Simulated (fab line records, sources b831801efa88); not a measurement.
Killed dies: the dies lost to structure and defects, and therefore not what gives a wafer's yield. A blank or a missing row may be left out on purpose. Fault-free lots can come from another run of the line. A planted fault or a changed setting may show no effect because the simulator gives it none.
Code-filled problem report in 8D (eight disciplines) form || flow sky130 || the parts of the form that need people (team, actions taken, sign-off) are left out

1. WHAT WENT WRONG
oes-product-au at SKY_VIA1_ETCH_14 reads a mean of 0.828 a.u. on 1 wafer of 1 lot; wafers without a fault read 0.854 a.u. with a standard deviation of 0.0041. Measured from the usual mean, that is -6.3 standard deviations.
The step: etches BARC in N2/H2, stops on SiO2, time 45.9 s, target depth 60 nm.
First observed at day 39 07:29: wafer L627.6, on rie-diel-03. The record holds 33 wafers of 11 lots with a number at this step. Rule for "out", or "out of limits": more than 4 standard deviations from the usual mean. All remaining wafers that have a number are taken as sound.

2. WHAT IT IS AND WHAT IT IS NOT
{"question": "which readings at this step", "is": "oes-product-au", "is not": "drypump-motor-current-A"}
{"question": "which lots", "is": "L627", "is not": "L612, L616, L617, L619, L620, L621, L623, L624, L625, L634"}
{"question": "which wafers of those lots", "is": "L627.6", "is not": "L627.4, L627.5"}
{"question": "read on which tools", "is": "rie-diel-03", "is not": "rie-diel-01, rie-diel-04"}
{"question": "when", "is": "from day 39 07:29", "is not": "up to then (29 sound wafers); but 3 sound wafers of L634 came after"}

3. THE SUSPECTS, EACH WITH WHAT RULES IT OUT
Counting: any tool at a process step up to the reading remains a suspect provided it ran every lot that is out. Sound lots after the first of them don't rule it out here, since some wafers of a struck lot are sound.
- rie-diel-03 at SKY_CONTACT_ETCH_18 (etches Si3N4 in CHF3/O2, stops on TiN, time 39 s, target depth 75 nm): kept. It ran the lot that is out, L627 (day 37 02:57). SKY_CONTACT_ETCH_18: start missing for some lots; hours and lot order therefore follow SKY_METAL1_RS_MEAS_05.
- litho-track-03 at SKY_VIA1_COAT_06 (resist thk 60 nm): kept. The lot that is out, L627, ran on it at day 38 18:10; the last sound lot it ran before that was L624, at day 37 14:58.
- rie-diel-03 at SKY_VIA1_ETCH_14 (etches BARC in N2/H2, stops on SiO2, time 45.9 s, target depth 60 nm): kept. The lot that is out, L627, ran on it at day 39 07:29; the last sound lot it ran before that was L621, at day 37 08:47. Out on those wafers are its own readings of oes-product-au.
- Within rie-diel-03 at SKY_CONTACT_ETCH_18: the wafers that are out ran in chamber 0; their sound lot-mates ran in chamber 1.
Left after counting: rie-diel-03 at SKY_CONTACT_ETCH_18, litho-track-03 at SKY_VIA1_COAT_06, rie-diel-03 at SKY_VIA1_ETCH_14.

4. THE CAUSE (what the simulator had put in)
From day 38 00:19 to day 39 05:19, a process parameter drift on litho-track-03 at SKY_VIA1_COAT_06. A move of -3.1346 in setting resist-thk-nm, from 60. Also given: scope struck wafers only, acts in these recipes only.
This tool is one of the 3 suspects left after counting.

5. THE CHAIN OF EFFECTS, in route order
One row per reading whose mean, taken over the struck wafers that have a number, lies over 3 standard deviations from the usual. Readings are gone through only where the record gives a usual standard deviation; hours: the median, over the lots, of the time from a lot's start at the first step in this table giving one to that lot's start at this step; sigmas: the change measured in usual standard deviations.
{"hours": 0, "step": "SKY_VIA1_ETCH_14", "reading": "oes-product-au", "usual": "0.854 a.u.", "on struck wafers": 0.828, "change": -0.026, "sigmas": -6.3}
Here are the process steps it includes:
- SKY_VIA1_ETCH_14: etches BARC in N2/H2, stops on SiO2, time 45.9 s, target depth 60 nm.
Later measuring or inspecting steps at which every struck wafer that the step has a row for has a number for every such reading, and none has moved that far: SKY_METAL2_RS_MEAS_05.

6. HOW IT WOULD HAVE BEEN CAUGHT EARLIER
In this record no reading fell out of limits until day 39 07:29, 31 hours after the fault had begun at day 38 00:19.
Each of the lots that are out, 1 in all, had begun SKY_VIA1_COAT_06 on litho-track-03 no later than day 39 07:29. Had the tool been put on hold then, not one of them would have been saved.
